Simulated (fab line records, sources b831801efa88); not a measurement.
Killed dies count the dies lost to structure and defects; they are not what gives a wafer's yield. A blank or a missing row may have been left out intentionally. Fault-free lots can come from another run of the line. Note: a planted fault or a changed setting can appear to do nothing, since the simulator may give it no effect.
Split-lot study	flow gf180mcu	route with 602 steps; 5 lots, 23 wafers read

THE SPLIT
At GF_DUAL_GATE_OXIDATION_02 (stabilise 600 s, purge 300 s, target thk 10.887 nm), the setting ox-time-s was moved away from the recipe's 1602 s on 20 of the 23 wafers read, by +4.1% to +13.0%. All remaining wafers had this setting at the recipe value.

Between the split and the reading, the file records no step.

THE READING
DUAL_GATE_OXIDATION_00_THK, in nm, at GF_DUAL_GATE_THK_MEAS_03. On this fab line, fault-free wafers typically give 10.87 nm with a standard deviation of 0.12 nm.

wafer	tool, chamber at the split	ox-time-s as run, s	against the recipe	DUAL_GATE_OXIDATION_00_THK, nm	against lot-mates on the recipe
L076.2	furnace-01, 0	1602	recipe	10.91	-
L076.3	furnace-01, 0	1602	recipe	10.86	-
L076.4	furnace-01, 0	1602	recipe	10.82	-
L077.1	-, -	1735	+8.3%	11.57	no lot-mate on the recipe
L077.2	-, -	1735	+8.3%	11.74	no lot-mate on the recipe
L077.3	-, -	1735	+8.3%	11.45	no lot-mate on the recipe
L077.4	-, -	1735	+8.3%	11.54	no lot-mate on the recipe
L077.5	-, -	1735	+8.3%	11.54	no lot-mate on the recipe
L080.1	-, -	1668	+4.1%	10.84	no lot-mate on the recipe
L080.2	-, -	1668	+4.1%	11.18	no lot-mate on the recipe
L080.3	-, -	1668	+4.1%	11.10	no lot-mate on the recipe
L080.4	-, -	1668	+4.1%	11.03	no lot-mate on the recipe
L080.6	-, -	1668	+4.1%	11.08	no lot-mate on the recipe
L082.1	-, -	1804	+12.6%	11.58	no lot-mate on the recipe
L082.2	-, -	1804	+12.6%	11.83	no lot-mate on the recipe
L082.3	-, -	1804	+12.6%	11.87	no lot-mate on the recipe
L082.4	-, -	1804	+12.6%	11.75	no lot-mate on the recipe
L082.6	-, -	1804	+12.6%	11.85	no lot-mate on the recipe
L083.2	-, -	1811	+13.0%	11.83	no lot-mate on the recipe
L083.3	-, -	1811	+13.0%	11.92	no lot-mate on the recipe
L083.4	-, -	1811	+13.0%	11.96	no lot-mate on the recipe
L083.5	-, -	1811	+13.0%	11.92	no lot-mate on the recipe
L083.6	-, -	1811	+13.0%	11.65	no lot-mate on the recipe

THE FIT
A straight line over all 23 wafers: DUAL_GATE_OXIDATION_00_THK changes by +0.0795 nm for each +1% of ox-time-s; r = +0.95; the points scatter about the line by 0.13 nm.
Too few moved wafers with a lot-mate on the recipe to fit a line net of each lot's own level.

THE WHOLE CHAIN: every reading that the file lists as answering this split, in the file's order
step	what it does	reading	change (the file's fit)	r (the file's)
GF_DUAL_GATE_OXIDATION_02	stabilise 600 s, purge 300 s, target thk 10.887 nm	SiO2_of_DUAL_GATE_OXIDATION_02.thk-nm (the simulator's own value, which no gauge read)	+0.0795 nm for each +1% of the setting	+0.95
GF_DUAL_GATE_THK_MEAS_03		DUAL_GATE_OXIDATION_00_THK	+0.0795 for each +1% of the setting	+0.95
GF_DUAL_GATE_CLEAN_14	cleans in SC1/SC2, time 150 s	SiO2_of_DUAL_GATE_OXIDATION_02.thk-nm (the simulator's own value, which no gauge read)	+0.0791 nm for each +1% of the setting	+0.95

FILE'S OWN FIT
DUAL_GATE_OXIDATION_00_THK changes by +0.0795 nm for each +1% of ox-time-s, r = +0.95.
